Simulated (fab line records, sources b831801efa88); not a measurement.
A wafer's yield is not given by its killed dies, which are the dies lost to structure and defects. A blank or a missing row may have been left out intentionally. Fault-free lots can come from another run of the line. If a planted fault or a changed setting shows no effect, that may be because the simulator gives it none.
Commonality check across tools | flow sky130 | Lots sampled 15, wafers sampled 45

REASON IT WAS OPENED
Of 15 lots, 3 have the reading NWELL_RS flagged at SKY_NWELL_RS_MEAS_29. Fault-free wafers read 624.9 ohm/sq, with a standard deviation of 1.3.
Rule: flag the lot when none of its wafers has a number, or when each of its wafers that has one lies beyond 4 standard deviations from that mean. The rest of the lots are taken to be sound.

lot  | measured     | on           | NWELL_RS (ohm/sq), wafer by wafer | flag
L100 | day 5 04:47  | filmMetro-03 | 625.8 622.7 622.9                 | 
L101 | day 5 06:45  | filmMetro-03 | 625.6 622.4 626.2                 | 
L102 | day 5 19:25  | filmMetro-03 | 622.8 625.0 624.2                 | 
L105 | day 6 23:48  | filmMetro-04 | 624.8 624.6 623.9                 | 
L109 | day 7 14:09  | filmMetro-03 | 636.5 638.7 637.8                 | FLAGGED
L110 | day 7 21:38  | filmMetro-04 | 626.0 624.0 625.2                 | 
L111 | day 8 03:38  | filmMetro-04 | 640.6 639.8 640.5                 | FLAGGED
L112 | day 8 09:31  | filmMetro-04 | 640.3 639.4 637.8                 | FLAGGED
L113 | day 8 14:34  | filmMetro-03 | 624.8 624.2 625.0                 | 
L114 | day 8 18:31  | filmMetro-03 | 627.5 623.1 626.5                 | 
L115 | day 9 00:02  | filmMetro-02 | 622.8 626.6 624.8                 | 
L116 | day 9 07:16  | filmMetro-04 | 622.8 624.9 623.9                 | 
L117 | day 9 11:54  | filmMetro-04 | 625.6 625.4 625.7                 | 
L120 | day 11 00:36 | filmMetro-02 | 623.4 625.1 624.8                 | 
L123 | day 11 05:44 | filmMetro-03 | 624.6 625.4 624.4                 | 
On average the flagged lots' numbers are 639.0 ohm/sq, which is +14.1 ohm/sq against the usual, or +11 standard deviations.

TOOL THAT RAN EACH LOT
Before the reading, the record contains 3 process steps out of a 708-step route. Cell contents, in order: the tool; ch with the chambers the sampled wafers went through; the start.
lot  | flag    | SKY_FIELD_ISO_STRIP_16             | SKY_DNWELL_STRIP_08                | SKY_NWELL_IMPLANT_12
L100 |         | plasmaAsher-03 ch 0,1, day 2 04:42 | plasmaAsher-02 ch 0,1, day 3 03:18 | implanter-04 ch 0, day 4 10:53
L101 |         | plasmaAsher-03 ch 0, day 2 09:08   | plasmaAsher-02 ch 0,1, day 3 05:42 | implanter-03 ch 0, day 4 13:01
L102 |         | plasmaAsher-03 ch 0,1, day 2 16:28 | plasmaAsher-01 ch 0,1, day 3 15:25 | implanter-03 ch 0, day 5 00:12
L105 |         | plasmaAsher-03 ch 0,1, day 3 06:28 | plasmaAsher-02 ch 0,1, day 4 15:06 | implanter-02 ch 0, day 6 04:12
L109 | FLAGGED | plasmaAsher-03 ch 0, day 4 05:28   | plasmaAsher-04 ch 1, day 5 06:19   | implanter-03 ch 0, day 6 18:11
L110 |         | plasmaAsher-02 ch 0,1, day 4 11:46 | plasmaAsher-01 ch 0,1, day 5 11:22 | implanter-02 ch 0, day 7 01:01
L111 | FLAGGED | plasmaAsher-03 ch 0,1, day 4 15:31 | plasmaAsher-02 ch 0,1, day 5 16:20 | implanter-03 ch 0, day 7 06:20
L112 | FLAGGED | plasmaAsher-01 ch 0,1, day 4 19:01 | plasmaAsher-02 ch 0,1, day 5 22:19 | implanter-03 ch 0, day 7 11:59
L113 |         | plasmaAsher-02 ch 0,1, day 5 02:25 | plasmaAsher-04 ch 0,1, day 6 04:02 | implanter-02 ch 0, day 7 18:10
L114 |         | plasmaAsher-01 ch 0,1, day 5 06:19 | plasmaAsher-01 ch 0,1, day 6 06:10 | implanter-02 ch 0, day 7 21:17
L115 |         | plasmaAsher-01 ch 0,1, day 5 10:56 | plasmaAsher-04 ch 0,1, day 6 10:22 | implanter-04 ch 0, day 8 02:49
L116 |         | plasmaAsher-01 ch 0,1, day 5 15:44 | plasmaAsher-02 ch 0,1, day 6 16:19 | implanter-04 ch 0, day 8 09:21
L117 |         | plasmaAsher-02 ch 0,1, day 5 21:41 | plasmaAsher-02 ch 0,1, day 6 23:04 | implanter-04 ch 0, day 8 14:14
L120 |         | plasmaAsher-01 ch 0,1, day 7 00:56 | plasmaAsher-02 ch 0,1, day 8 07:30 | implanter-02 ch 0, day 10 01:24
L123 |         | plasmaAsher-03 ch 1, day 7 07:16   | plasmaAsher-04 ch 0,1, day 8 12:51 | implanter-02 ch 0, day 10 07:25
What is done by these steps:
- SKY_FIELD_ISO_STRIP_16: strips in O2/N2.
- SKY_DNWELL_STRIP_08: strips in O2/N2.
- SKY_NWELL_IMPLANT_12
- SKY_NWELL_RS_MEAS_29: measures by four-point-probe.

FLAGGED OVER TOTAL, TOOL BY TOOL (the gauges that took the reading come last)
step                   | tool           | lots run | flagged | share of the flagged lots | sound lots run after its first flagged lot
SKY_FIELD_ISO_STRIP_16 | plasmaAsher-01 | 5        | 1       | some                      | 4 (L114,L115,L116,L120)
SKY_FIELD_ISO_STRIP_16 | plasmaAsher-02 | 3        | 0       | none                      | -
SKY_FIELD_ISO_STRIP_16 | plasmaAsher-03 | 7        | 2       | some                      | 1 (L123)
SKY_DNWELL_STRIP_08    | plasmaAsher-01 | 3        | 0       | none                      | -
SKY_DNWELL_STRIP_08    | plasmaAsher-02 | 8        | 2       | some                      | 3 (L116,L117,L120)
SKY_DNWELL_STRIP_08    | plasmaAsher-04 | 4        | 1       | some                      | 3 (L113,L115,L123)
SKY_NWELL_IMPLANT_12   | implanter-02   | 6        | 0       | none                      | -
SKY_NWELL_IMPLANT_12   | implanter-03   | 5        | 3       | all                       | 0
SKY_NWELL_IMPLANT_12   | implanter-04   | 4        | 0       | none                      | -
SKY_NWELL_RS_MEAS_29   | filmMetro-02   | 2        | 0       | none                      | -
SKY_NWELL_RS_MEAS_29   | filmMetro-03   | 7        | 1       | some                      | 3 (L113,L114,L123)
SKY_NWELL_RS_MEAS_29   | filmMetro-04   | 6        | 2       | some                      | 2 (L116,L117)

WHAT THE TABLE PERMITS
1 row of the table ran every flagged lot: implanter-03 at SKY_NWELL_IMPLANT_12.
- implanter-03 at SKY_NWELL_IMPLANT_12: 3 of its 5 lots flagged. Its last sound lot is L102 (day 5 00:12), its first flagged lot L109 (day 6 18:11): a fault that began between those two fits. Its own readings (doseIonsCm2, faradayCurrentUA) fall more than 4 standard deviations out on all wafers of the flagged lots.
implanter-03 at SKY_NWELL_IMPLANT_12 is the single tool remaining.

WHAT THE SIMULATOR PUT IN
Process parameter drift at SKY_NWELL_IMPLANT_12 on implanter-03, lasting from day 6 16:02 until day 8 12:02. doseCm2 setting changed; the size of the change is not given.
Shown lots that were struck: L109, L111, L112. The rule above found the same.
